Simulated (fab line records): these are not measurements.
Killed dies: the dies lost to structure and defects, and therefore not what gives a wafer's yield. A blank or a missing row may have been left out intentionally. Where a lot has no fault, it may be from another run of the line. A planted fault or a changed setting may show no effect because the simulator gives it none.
Which of the tools did it? + flow sky130 + 11 lots with 33 wafers sampled at 5 steps, on a route of 708 steps

WHAT THE GAUGES READ, wafer by wafer
SKY_SD_N_RS_MEAS_16: measures by four-point-probe.
| lot  | measured     | on           | SD_N_RS (ohm/sq)  |
|------|--------------|--------------|-------------------|
| L882 | day 27 11:24 | filmMetro-02 | 68.58 68.67 68.64 |
| L885 | day 28 21:07 | filmMetro-03 | 68.58 68.57 68.51 |
| L886 | day 29 03:24 | filmMetro-04 | 68.64 68.73 68.62 |
| L888 | day 29 23:13 | filmMetro-02 | 68.71 68.59 68.70 |
| L889 | day 30 05:38 | filmMetro-04 | 63.61 63.83 63.98 |
| L891 | day 31 04:26 | filmMetro-03 | 68.50 68.40 68.46 |
| L893 | day 32 02:23 | filmMetro-04 | 63.93 63.87 63.82 |
| L895 | day 32 00:14 | filmMetro-02 | 68.64 68.62 68.44 |
| L898 | day 33 21:32 | filmMetro-02 | 63.80 63.81 63.84 |
| L902 | day 35 03:27 | filmMetro-03 | 68.42 68.51 68.45 |
| L904 | day 35 08:52 | filmMetro-03 | 68.63 68.54 68.45 |

WHICH TOOL RAN EACH LOT (tool, then ch and the chambers of the sampled wafers, then the start)
| lot  | SKY_POLY_CUT_ETCH_11              | SKY_POLY_CUT_STRIP_12               | SKY_SD_N_IMPLANT_09             | SKY_SD_N_STRIP_11                   |
|------|-----------------------------------|-------------------------------------|---------------------------------|-------------------------------------|
| L882 | rieDiel-03 ch 0,1,3, day 23 19:29 | plasmaAsher-02 ch 0,1, day 23 19:31 | implanter-03 ch 0, day 27 10:43 | plasmaAsher-04 ch 0,1, day 27 11:01 |
| L885 | rieDiel-04 ch 0,1,3, day 25 06:28 | plasmaAsher-02 ch 0,1, day 25 06:30 | implanter-02 ch 0, day 28 20:26 | plasmaAsher-04 ch 0,1, day 28 20:44 |
| L886 | rieDiel-04 ch 0,1,3, day 25 13:55 | plasmaAsher-02 ch 0, day 25 13:57   | implanter-03 ch 0, day 29 02:41 | plasmaAsher-04 ch 0,1, day 29 03:01 |
| L888 | rieDiel-02 ch 1,2,3, day 26 09:25 | plasmaAsher-02 ch 0,1, day 26 09:27 | implanter-01 ch 0, day 29 22:31 | plasmaAsher-01 ch 0,1, day 29 22:49 |
| L889 | rieDiel-02 ch 0,1,2, day 26 16:05 | plasmaAsher-01 ch 0,1, day 26 16:10 | implanter-03 ch 0, day 30 04:35 | plasmaAsher-02 ch 0,1, day 30 05:11 |
| L891 | rieDiel-03 ch 0,1, day 27 17:32   | plasmaAsher-03 ch 0,1, day 27 17:37 | implanter-02 ch 0, day 31 03:43 | plasmaAsher-04 ch 0,1, day 31 04:00 |
| L893 | rieDiel-04 ch 0,2,3, day 28 02:46 | plasmaAsher-01 ch 0,1, day 28 02:48 | implanter-03 ch 0, day 31 13:11 | plasmaAsher-01 ch 0,1, day 32 01:30 |
| L895 | rieDiel-03 ch 0,2,3, day 28 15:14 | plasmaAsher-01 ch 0,1, day 28 15:16 | implanter-01 ch 0, day 31 23:32 | plasmaAsher-02 ch 0,1, day 31 23:50 |
| L898 | rieDiel-04 ch 2,3, day 30 10:19   | plasmaAsher-02 ch 0,1, day 30 10:22 | implanter-01 ch 0, day 33 20:29 | plasmaAsher-04 ch 0,1, day 33 21:07 |
| L902 | rieDiel-04 ch 1,3, day 31 17:56   | plasmaAsher-03 ch 0,1, day 31 17:58 | implanter-02 ch 0, day 35 02:43 | plasmaAsher-04 ch 0,1, day 35 02:59 |
| L904 | rieDiel-02 ch 0,2,3, day 31 23:17 | plasmaAsher-03 ch 0,1, day 31 23:19 | implanter-01 ch 0, day 35 08:11 | plasmaAsher-02 ch 0,1, day 35 08:29 |
- SKY_POLY_CUT_ETCH_11: etches Si3N4 in CF4/CH2F2/Ar, stops on poly-Si, time 42.5 s, target depth 60 nm.
- SKY_POLY_CUT_STRIP_12: strips in O2/N2.
- SKY_SD_N_IMPLANT_09
- SKY_SD_N_STRIP_11: strips in O2/N2.

THE ANSWER, worked out from the rows above alone
Rule: usual is defined by the lots themselves. The widest of any qualifying gaps counts: lots, ordered by their means at a reading, are off when they make up no more than a third of the lots, leave a main group of 4 or more, and stand apart from it by 3 or more times the standard deviation of that group's means. The tables above print the reading to a certain number of digits; a main group whose means all agree to those digits is not used. A lot without any number at a reading at which 4 lots or more have one is off too. Any other lot the step has rows for is counted as sound.
Off: L889, L893, L898, at SKY_SD_N_RS_MEAS_16 (SD_N_RS). The main group: mean 68.57 ohm/sq, standard deviation 0.078.
A tool fits if, at a process step before that reading, it ran every lot that is off, and no sound lot after the first of them. Gauges at SKY_SD_N_RS_MEAS_16: tried the same way as those tools. None of those tried fits.

WHAT THE SIMULATOR HAD INSERTED
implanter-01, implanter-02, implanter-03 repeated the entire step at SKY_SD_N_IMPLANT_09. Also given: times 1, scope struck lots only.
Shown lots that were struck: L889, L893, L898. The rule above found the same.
